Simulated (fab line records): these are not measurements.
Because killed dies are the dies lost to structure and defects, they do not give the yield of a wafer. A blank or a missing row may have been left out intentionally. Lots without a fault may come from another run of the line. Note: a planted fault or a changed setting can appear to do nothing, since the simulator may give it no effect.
A single fault, viewed from 2 desks / flow sky130 / every desk sees just its own numbers, and what lay behind them comes last

## AT THE TOOL OWNER'S DESK: implanter-04
For each lot that ran on this tool, the mean over its sampled wafers that have a number, from the tool's own readings at SKY_LDD_N_IMPLANT_09. If a lot's mean is further than 4 standard deviations from the usual mean, the lot is out of limits and carries the mark OUT (the distance appears in the brackets).
Columns: A = beam_energy_keV at SKY_LDD_N_IMPLANT_09, usual 19.999; B = beam_on_s at SKY_LDD_N_IMPLANT_09, usual 9.99 s; C = faraday_current_uA at SKY_LDD_N_IMPLANT_09, usual 423
lot=L169; first seen here=day 19 23:50; A=19.996; B=9.96; C=424
lot=L176; first seen here=day 22 06:25; A=16.824 (-99 or more) OUT; B=10.60; C=399
lot=L177; first seen here=day 22 09:51; A=16.819 (-99 or more) OUT; B=10.53; C=402
This desk finds L176, L177 out of limits, L176 being first, at day 22 06:25 (beam_energy_keV at SKY_LDD_N_IMPLANT_09). Within limits: L169.

## AT THE METROLOGY DESK
What the gauges read for every lot (on any tool): the sampled wafers with a number, averaged. If a lot's mean is further than 4 standard deviations from the usual mean, the lot is out of limits and carries the mark OUT (the distance appears in the brackets).
Columns: A = POLY_GATE_OXIDATION_THK at SKY_POLY_GATE_THK_MEAS_21, usual 4.02 nm; B = cd_nm at SKY_POLY_GATE_CD_MEAS_22, usual 150.0 nm; C = LDD_N_OVL at SKY_LDD_N_OVL_MEAS_07, usual -0.6 nm
lot=L164; first seen here=day 16 09:37; A=4.02; B=148.2; C=0.3
lot=L169; first seen here=day 18 16:58; A=3.96; B=151.6; C=-1.7
lot=L176; first seen here=day 20 23:35; A=4.12; B=147.4; C=-2.5
lot=L177; first seen here=day 21 03:43; A=3.98; B=152.9; C=-1.7
lot=L180; first seen here=day 23 00:46; A=4.08; B=148.8; C=-1.6
lot=L187; first seen here=day 24 19:35; A=4.07; B=151.7; C=-1.0
Finding of this desk: none of the 6 lots has anything out of limits.

## ALL TOGETHER
The tool owner's desk could have raised an alarm at day 22 06:25, on L176, L177.
Metrology desk: nothing out of limits seen.
The metrology desk holds a record of L176, L177, inside its limits.
Of the lots named, all ran SKY_LDD_N_IMPLANT_09 on implanter-04.

## WHAT HAD BEEN PUT IN BY THE SIMULATOR
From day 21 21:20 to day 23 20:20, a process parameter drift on implanter-04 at SKY_LDD_N_IMPLANT_09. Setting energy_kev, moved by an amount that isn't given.
Struck lots among those shown: L176, L177.
Delay in hours, fault start to first out-of-limits reading, by desk: the tool owner's desk at 9.
